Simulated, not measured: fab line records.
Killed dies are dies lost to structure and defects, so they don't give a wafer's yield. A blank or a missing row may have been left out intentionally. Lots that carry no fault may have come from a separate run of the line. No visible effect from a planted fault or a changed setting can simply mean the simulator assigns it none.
8D (eight disciplines) problem report, filled in by code -- flow sky130 -- the parts of the form that need people (team, actions taken, sign-off) are left out

== 1. THE PROBLEM ==
Across 9 wafers from 3 lots, SD_N_RS at SKY_SD_N_RS_MEAS_16 averages 69.73 ohm/sq, while fault-free wafers read 68.62 ohm/sq with a standard deviation of 0.11. That is +10 standard deviations from the usual mean.
The step: measures by four-point-probe.
Earliest sighting: wafer L534.1 on film metro-01 at day 29 13:05. Wafers with a number at this step in the record: 33, from 11 lots. By rule, "out" or "out of limits" means more than 4 standard deviations away from the usual mean. Any other wafer with a number is counted as sound.

== 2. WHAT IT IS, AND WHAT IT ISN'T ==
question,is,is not
which readings at this step,SD_N_RS,-
which lots,"L534, L535, L536","L529, L531, L533, L545, L546, L548, L551, L552"
which wafers of those lots,all that have a number,-
read on which gauges,"film metro-01, film metro-03",film metro-02
when,from day 29 13:05,"up to then (9 sound wafers); but 15 sound wafers of L545, L546, L548, L551, L552 came after"

== 3. WHAT RULES OUT EACH SUSPECT ==
Counting: a tool at any process step up to the reading remains a suspect when it ran all the lots that are out and ran no sound lot after the first of those.
- ruled out: the gauge at SKY_SD_N_RS_MEAS_16. Those wafers that are out were read across 2 gauges (film metro-01, film metro-03).
- implanter-04 at SKY_SD_N_IMPLANT_09: ruled out as a lasting fault. After its first lot that is out, L534 (day 29 12:20), sound lots L545, L546, L548, L551, L552 ran on it.
Left after counting: nothing in the record.

== 4. THE CAUSE (what the simulator had put in) ==
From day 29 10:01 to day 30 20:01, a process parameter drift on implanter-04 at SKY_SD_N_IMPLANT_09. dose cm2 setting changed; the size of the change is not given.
Counting ruled it out, wrongly: the rule takes a fault to strike every lot that its tool runs from its start on, and this one did not.

== 5. THE EFFECT CHAIN, in route order ==
Each row: a reading whose mean over the struck wafers that have a number lies more than 3 standard deviations from the usual. Only readings for which the record gives a usual standard deviation are gone through. hours: the time from each lot's start at the first step in this table that gives one to its start at this step, as a median over the lots. sigmas: the change in usual standard deviations.
hours,step,reading,usual,on struck wafers,change,sigmas
0,SKY_SD_N_IMPLANT_09,dose ions cm2,3.999e+15,3.504e+15,-4.950e+14,-99 or more
0,SKY_SD_N_STRIP_11,strip time to endpoint s,22.55 s,22.04,-0.51,-13
1,SKY_SD_N_RS_MEAS_16,SD_N_RS,68.62 ohm/sq,69.73,+1.11,+10
Process steps it contains:
- SKY_SD_N_IMPLANT_09
- SKY_SD_N_STRIP_11: strips in O2/N2.
Later measuring or inspecting steps at which every struck wafer that the step has a row for has a number for every such reading, and none has moved that far: SKY_METAL2_OVL_MEAS_16.

== 6. HOW IT WOULD HAVE BEEN CAUGHT EARLIER ==
Counted from the fault's start at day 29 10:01, it took 3 hours until the first out-of-limits reading at a measuring or inspecting step in this record, taken at day 29 13:05.
At SKY_SD_N_IMPLANT_09, the tool's own readings (dose ions cm2) were out on each struck wafer the step has a row for, so an alarm limit on them would have fired on the first such wafer.
